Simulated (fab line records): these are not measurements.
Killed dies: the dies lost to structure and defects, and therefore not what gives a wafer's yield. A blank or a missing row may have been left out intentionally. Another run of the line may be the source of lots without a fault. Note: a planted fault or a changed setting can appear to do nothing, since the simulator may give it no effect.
Which of the tools did it?	flow sfq-line	Sampling: 13 lots, 39 wafers, 4 of 325 route steps

## WHAT EACH GAUGE READ, for each wafer
SFQ_JJ_RS_MEAS_929: measurement is done with a four-point probe. Usual: JJ_NB_RS 1.050 ohm/sq, standard deviation 0.0099.
lot	measured	on	JJ_NB_RS (ohm/sq)	flag
L767	day 47 07:14	film-metro-03	1.043 1.049 1.047	
L769	day 49 07:23	film-metro-03	1.053 1.045 1.041	
L770	day 49 08:33	film-metro-04	1.053 1.047 1.039	
L771	day 49 09:46	film-metro-04	1.053 1.054 1.059	
L776	day 56 17:29	film-metro-04	1.031 1.028 1.040	
L777	day 56 18:40	film-metro-04	1.042 1.036 1.045	
L781	day 57 04:14	film-metro-03	2.180 1.054 2.200	OFF
L782	day 58 07:37	film-metro-04	1.059 1.062 1.055	
L783	day 61 07:41	film-metro-01	1.049 1.045 1.035	
L784	day 61 10:36	film-metro-01	1.059 1.041 1.055	
L785	day 61 14:10	film-metro-01	1.041 1.056 1.051	
L786	day 61 14:56	film-metro-03	1.066 1.076 1.065	
L787	day 61 21:11	film-metro-04	1.043 1.047 1.052	

## TOOL THAT RAN EACH LOT (tool first, then ch and the chambers of the sampled wafers, then the start)
lot	SFQ_TRILAYER_M4_STRIP_STRIP_097	SFQ_TRILAYER_I4_VIA_ETCH_VIA_ETCH_106	SFQ_TRILAYER_JJ_TRILAYER_DEP_SPUTTER_112
L767	rie-metal-02 ch 0,1, day 46 21:35	rie-diel-02 ch 2,3, day 47 05:08	pvd-sputter-06, day 47 07:08
L769	rie-metal-02 ch 0,1, day 47 15:07	rie-diel-01 ch 0,1,3, day 49 05:14	pvd-sputter-04, day 49 07:14
L770	rie-metal-03 ch 0,1, day 47 19:36	rie-diel-02 ch 0,1,3, day 49 06:26	pvd-sputter-04, day 49 08:28
L771	rie-metal-03 ch 0,1, day 47 22:00	rie-diel-03 ch 1,2,3, day 49 07:38	pvd-sputter-04, day 49 09:41
L776	rie-metal-02 ch 0,1, day 55 14:24	rie-diel-01 ch 1,2, day 56 15:21	pvd-sputter-03, day 56 17:22
L777	rie-metal-04 ch 0,1, day 55 17:48	rie-diel-02 ch 0,1,2, day 56 16:33	pvd-sputter-06, day 56 18:34
L781	rie-metal-03 ch 0,1, day 56 07:19	rie-diel-02 ch 2,3, day 57 02:07	pvd-sputter-04, day 57 04:07
L782	rie-metal-02 ch 0,1, day 56 09:43	rie-diel-02 ch 1,2, day 58 05:28	pvd-sputter-06, day 58 07:28
L783	rie-metal-03 ch 0,1, day 60 21:21	rie-diel-03 ch 1,2,3, day 61 05:35	pvd-sputter-04, day 61 07:35
L784	rie-metal-04 ch 0,1, day 60 22:45	rie-diel-01 ch 0,1, day 61 08:27	pvd-sputter-03, day 61 10:28
L785	rie-metal-04 ch 0,1, day 61 02:17	rie-diel-03 ch 1,3, day 61 11:27	pvd-sputter-06, day 61 14:04
L786	rie-metal-03 ch 0,1, day 61 03:29	rie-diel-02 ch 0,2,3, day 61 12:50	pvd-sputter-04, day 61 14:51
L787	rie-metal-04 ch 0,1, day 61 05:53	rie-diel-01 ch 0,1,3, day 61 19:05	pvd-sputter-03, day 61 21:06
- SFQ_TRILAYER_M4_STRIP_STRIP_097: strips in O2.
- SFQ_TRILAYER_I4_VIA_ETCH_VIA_ETCH_106: etches SiO2 in CHF3, stops on Nb, target depth 260 nm.
- SFQ_TRILAYER_JJ_TRILAYER_DEP_SPUTTER_112: material Nb, target thk 170 nm, time 113.3 s.

## AS READ BY THE TOOLS THEMSELVES (means over the sampled wafers that have a number; for cases with no such wafer, the mark the record gives instead)
SFQ_TRILAYER_M4_STRIP_STRIP_097. Usual: drypump-motor-current-A 6.1 A, standard deviation 0.46; oes-product-au 0.999 a.u., standard deviation 0.0079.
lot	tool	drypump-motor-current-A (A)	oes-product-au (a.u.)	flag
L767	rie-metal-02	6.5	0.992	
L769	rie-metal-02	6.5	0.991	
L770	rie-metal-03	5.8	0.987	
L771	rie-metal-03	6.0	0.993	
L776	rie-metal-02	6.7	1.005	
L777	rie-metal-04	6.1	0.999	
L781	rie-metal-03	5.7	0.989	
L782	rie-metal-02	6.7	1.010	
L783	rie-metal-03	6.0	0.996	
L784	rie-metal-04	6.1	1.003	
L785	rie-metal-04	6.1	0.999	
L786	rie-metal-03	6.0	1.000	
L787	rie-metal-04	5.8	1.005	

SFQ_TRILAYER_I4_VIA_ETCH_VIA_ETCH_106. Usual: drypump-motor-current-A 5.9 A, standard deviation 0.43; oes-product-au 0.854 a.u., standard deviation 0.005.
lot	tool	drypump-motor-current-A (A)	oes-product-au (a.u.)	flag
L767	rie-diel-02	5.8	0.855	
L769	rie-diel-01	6.2	0.851	
L770	rie-diel-02	6.0	0.850	
L771	rie-diel-03	5.6	0.853	
L776	rie-diel-01	5.8	0.855	
L777	rie-diel-02	5.9	0.856	
L781	rie-diel-02	5.9	0.857	
L782	rie-diel-02	5.7	0.858	
L783	rie-diel-03	5.6	0.850	
L784	rie-diel-01	6.1	0.852	
L785	rie-diel-03	5.4	0.849	
L786	rie-diel-02	6.0	0.853	
L787	rie-diel-01	6.2	0.859	

SFQ_TRILAYER_JJ_TRILAYER_DEP_SPUTTER_112. Usual: chamber-pressure-pa 0.13331 Pa, standard deviation 0.00025; throttle-valve-pct 29.8 %, standard deviation 0.89.
lot	tool	chamber-pressure-pa (Pa)	throttle-valve-pct (%)	flag
L767	pvd-sputter-06	0.13312	29.2	
L769	pvd-sputter-04	0.13317	29.4	
L770	pvd-sputter-04	0.13296	29.7	
L771	pvd-sputter-04	0.13329	29.5	
L776	pvd-sputter-03	0.13350	29.3	
L777	pvd-sputter-06	0.13336	29.7	
L781	pvd-sputter-04	0.13330	30.2	
L782	pvd-sputter-06	0.13335	28.8	
L783	pvd-sputter-04	0.13336	30.2	
L784	pvd-sputter-03	0.13318	30.2	
L785	pvd-sputter-06	0.13364	30.2	
L786	pvd-sputter-04	0.13336	29.5	
L787	pvd-sputter-03	0.13319	29.6	

## THE ANSWER, worked out from the rows above alone
Rule: lot off if the mean of its wafers having a number is beyond 3 standard deviations from the usual mean. Also off: a lot with no number at a reading for which 4 or more lots have one. All remaining lots with rows at the step are treated as sound. After the gauges, taken in route order, come the tools' own readings; for these a lot's mean is taken, as printed above. The first step at which some lot is off is used, and at that step the reading that is off furthest; a lot without a number counts as furthest.
Off: at SFQ_JJ_RS_MEAS_929 (JJ_NB_RS), L781.
A tool fits if, at a process step before that reading, it ran every lot that is off, and no sound lot after the first of them. Gauges at SFQ_JJ_RS_MEAS_929: tried the same way as those tools. Of those tried, none fits.

## WHAT THE SIMULATOR PUT IN
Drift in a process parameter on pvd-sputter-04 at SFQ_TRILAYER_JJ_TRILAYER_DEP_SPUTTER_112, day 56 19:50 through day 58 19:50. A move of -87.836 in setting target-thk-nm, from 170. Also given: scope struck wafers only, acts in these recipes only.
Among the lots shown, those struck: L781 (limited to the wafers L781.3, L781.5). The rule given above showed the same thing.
